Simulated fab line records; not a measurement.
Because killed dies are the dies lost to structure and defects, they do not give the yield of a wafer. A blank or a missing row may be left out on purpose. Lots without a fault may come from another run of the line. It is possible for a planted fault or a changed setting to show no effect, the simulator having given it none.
Which of the tools did it? + flow sky130 + 11 lots, 33 wafers sampled, at 4 steps of a route of 708

## WHAT THE GAUGES READ, wafer by wafer
No reading from a measuring or inspecting step in the record can be judged against a usual standard deviation.

## TOOL THAT RAN EACH LOT (tool first, then ch and the chambers of the sampled wafers, then the start)
| lot  | SKY_VIA3_ETCH_15                  | SKY_VIA3_SPUTTER_20         | SKY_METAL4_DESCUM_15             | SKY_METAL4_STRIP_19                 |
|------|-----------------------------------|-----------------------------|----------------------------------|-------------------------------------|
| L268 | rieDiel-01 ch 1,2, day 39 18:38   | pvdSputter-03, day 39 19:17 | rieMetal-02 ch 0, day 41 20:58   | plasmaAsher-02 ch 0,1, day 41 21:17 |
| L269 | rieDiel-02 ch 0,1, day 39 20:41   | pvdSputter-01, day 39 21:20 | rieMetal-04 ch 1, day 41 23:13   | plasmaAsher-03 ch 0,1, day 41 23:32 |
| L270 | rieDiel-02 ch 0,1,3, day 40 07:02 | pvdSputter-03, day 40 07:41 | rieMetal-04 ch 0,1, day 42 08:10 | plasmaAsher-01 ch 0,1, day 42 08:29 |
| L271 | rieDiel-03 ch 0,1, day 40 15:21   | pvdSputter-02, day 40 16:31 | rieMetal-04 ch 0,1, day 42 18:35 | plasmaAsher-03 ch 0,1, day 42 18:55 |
| L274 | rieDiel-01 ch 2,3, day 41 20:01   | pvdSputter-03, day 41 20:40 | rieMetal-02 ch 0,1, day 43 19:59 | plasmaAsher-03 ch 1, day 43 20:19   |
| L275 | rieDiel-03 ch 0,3, day 42 15:23   | pvdSputter-01, day 42 16:02 | rieMetal-02 ch 0,1, day 44 14:41 | plasmaAsher-03 ch 0,1, day 44 15:01 |
| L284 | rieDiel-03 ch 0,1,3, day 44 17:44 | pvdSputter-03, day 44 18:23 | rieMetal-01 ch 0, day 46 14:29   | plasmaAsher-03 ch 0,1, day 46 14:49 |
| L285 | rieDiel-01 ch 0,2,3, day 44 18:05 | pvdSputter-02, day 44 18:48 | rieMetal-02 ch 0, day 46 15:02   | plasmaAsher-01 ch 0, day 46 15:30   |
| L286 | rieDiel-02 ch 1,2, day 44 21:03   | pvdSputter-01, day 44 21:44 | rieMetal-04 ch 0,1, day 46 16:05 | plasmaAsher-03 ch 0,1, day 46 16:25 |
| L287 | rieDiel-02 ch 0,2,3, day 45 02:45 | pvdSputter-02, day 45 03:24 | rieMetal-04 ch 0,1, day 46 23:05 | plasmaAsher-02 ch 0,1, day 46 23:25 |
| L290 | rieDiel-01 ch 0,2,3, day 46 01:21 | pvdSputter-03, day 46 02:01 | rieMetal-01 ch 1, day 47 19:40   | plasmaAsher-01 ch 0,1, day 47 20:08 |
- SKY_VIA3_ETCH_15: etches SiO2 in C4F8/O2/Ar, stops on TiN, target depth 507 nm, time 78 s.
- SKY_VIA3_SPUTTER_20: material TiN, target thk 20 nm, time 80 s.
- SKY_METAL4_DESCUM_15: chemistry O2, time 8 s.
- SKY_METAL4_STRIP_19: strips in O2/N2.

## AS READ BY THE TOOLS THEMSELVES (means over the sampled wafers that have a number; for cases with no such wafer, the mark the record gives instead)
SKY_VIA3_ETCH_15. Usual: oesProductAu 0.947 a.u., standard deviation 0.0042; rfFwdPowerW 1488 W, standard deviation 4.9.
| lot  | tool       | oesProductAu (a.u.) | rfFwdPowerW (W) | flag |
|------|------------|---------------------|-----------------|------|
| L268 | rieDiel-01 | 0.952               | 1486            |      |
| L269 | rieDiel-02 | 0.947               | 1490            |      |
| L270 | rieDiel-02 | 0.945               | 1490            |      |
| L271 | rieDiel-03 | 0.946               | 1485            |      |
| L274 | rieDiel-01 | 0.946               | 1491            |      |
| L275 | rieDiel-03 | 0.947               | 1493            |      |
| L284 | rieDiel-03 | 0.946               | 1490            |      |
| L285 | rieDiel-01 | 0.945               | 1491            |      |
| L286 | rieDiel-02 | 0.947               | 1491            |      |
| L287 | rieDiel-02 | 0.946               | 1487            |      |
| L290 | rieDiel-01 | 0.949               | 1488            |      |

SKY_VIA3_SPUTTER_20. Usual: throttleValvePct 30.3 %, standard deviation 0.86.
| lot  | tool          | throttleValvePct (%) | flag |
|------|---------------|----------------------|------|
| L268 | pvdSputter-03 | 30.4                 |      |
| L269 | pvdSputter-01 | 30.0                 |      |
| L270 | pvdSputter-03 | 30.7                 |      |
| L271 | pvdSputter-02 | 30.2                 |      |
| L274 | pvdSputter-03 | 30.9                 |      |
| L275 | pvdSputter-01 | 29.6                 |      |
| L284 | pvdSputter-03 | 30.5                 |      |
| L285 | pvdSputter-02 | 29.9                 |      |
| L286 | pvdSputter-01 | 30.2                 |      |
| L287 | pvdSputter-02 | 30.0                 |      |
| L290 | pvdSputter-03 | 30.7                 |      |

SKY_METAL4_DESCUM_15. Usual: drypumpMotorCurrentA 6.0 A, standard deviation 0.34; oesProductAu 0.998 a.u., standard deviation 0.009; rfFwdPowerW 147.2 W, standard deviation 0.75; tempC 40.02 C, standard deviation 0.11.
| lot  | tool        | drypumpMotorCurrentA (A) | oesProductAu (a.u.) | rfFwdPowerW (W) | tempC (C) | flag |
|------|-------------|--------------------------|---------------------|-----------------|-----------|------|
| L268 | rieMetal-02 | 6.3                      | 0.995               | 148.0           | 40.04     |      |
| L269 | rieMetal-04 | 6.1                      | 1.000               | 147.4           | 39.92     |      |
| L270 | rieMetal-04 | 6.1                      | 0.995               | 147.3           | 40.04     |      |
| L271 | rieMetal-04 | 6.1                      | 0.995               | 147.0           | 40.05     |      |
| L274 | rieMetal-02 | 5.6                      | 1.001               | 148.0           | 40.01     |      |
| L275 | rieMetal-02 | 6.0                      | 0.994               | 147.6           | 39.97     |      |
| L284 | rieMetal-01 | 5.6                      | 1.006               | 146.2           | 40.08     |      |
| L285 | rieMetal-02 | 6.4                      | 0.998               | 147.8           | 40.05     |      |
| L286 | rieMetal-04 | 6.1                      | 0.993               | 147.8           | 39.97     |      |
| L287 | rieMetal-04 | 6.1                      | 0.993               | 147.1           | 40.00     |      |
| L290 | rieMetal-01 | 6.0                      | 0.993               | 146.4           | 39.90     |      |

SKY_METAL4_STRIP_19. Usual: drypumpMotorCurrentA 5.5 A, standard deviation 0.4; oesProductAu 0.503 a.u., standard deviation 0.0062; stripTimeToEndpointS 6.56 s, standard deviation 0.09.
| lot  | tool           | drypumpMotorCurrentA (A) | oesProductAu (a.u.) | stripTimeToEndpointS (s) | flag |
|------|----------------|--------------------------|---------------------|--------------------------|------|
| L268 | plasmaAsher-02 | 4.9                      | 0.508               | 6.52                     |      |
| L269 | plasmaAsher-03 | 5.8                      | 0.496               | 6.41                     |      |
| L270 | plasmaAsher-01 | 5.7                      | 0.504               | 6.60                     |      |
| L271 | plasmaAsher-03 | 5.9                      | 0.504               | 6.54                     |      |
| L274 | plasmaAsher-03 | 6.0                      | 0.495               | 6.52                     |      |
| L275 | plasmaAsher-03 | 5.8                      | 0.499               | 6.53                     |      |
| L284 | plasmaAsher-03 | 5.8                      | 0.503               | 6.55                     |      |
| L285 | plasmaAsher-01 | 5.3                      | 0.507               | 6.56                     |      |
| L286 | plasmaAsher-03 | 5.9                      | 0.502               | 6.58                     |      |
| L287 | plasmaAsher-02 | 5.0                      | 0.504               | 6.62                     |      |
| L290 | plasmaAsher-01 | 5.6                      | 0.504               | 6.60                     |      |

## THE ANSWER, worked out from the rows above alone
Rule: a lot counts as off when the mean over its wafers that have a number is more than 3 standard deviations away from the usual mean. A lot without any number at a reading at which 4 lots or more have one is off too. All remaining lots with rows at the step are treated as sound. First the gauges in route order, then the tools' own readings, where a lot's mean is used as printed above. The first step at which some lot is off is used, and at that step the reading that is off furthest; a lot without a number counts as furthest.
None of the lots is off at any reading shown; this tells nothing.

## WHAT THE SIMULATOR PUT IN
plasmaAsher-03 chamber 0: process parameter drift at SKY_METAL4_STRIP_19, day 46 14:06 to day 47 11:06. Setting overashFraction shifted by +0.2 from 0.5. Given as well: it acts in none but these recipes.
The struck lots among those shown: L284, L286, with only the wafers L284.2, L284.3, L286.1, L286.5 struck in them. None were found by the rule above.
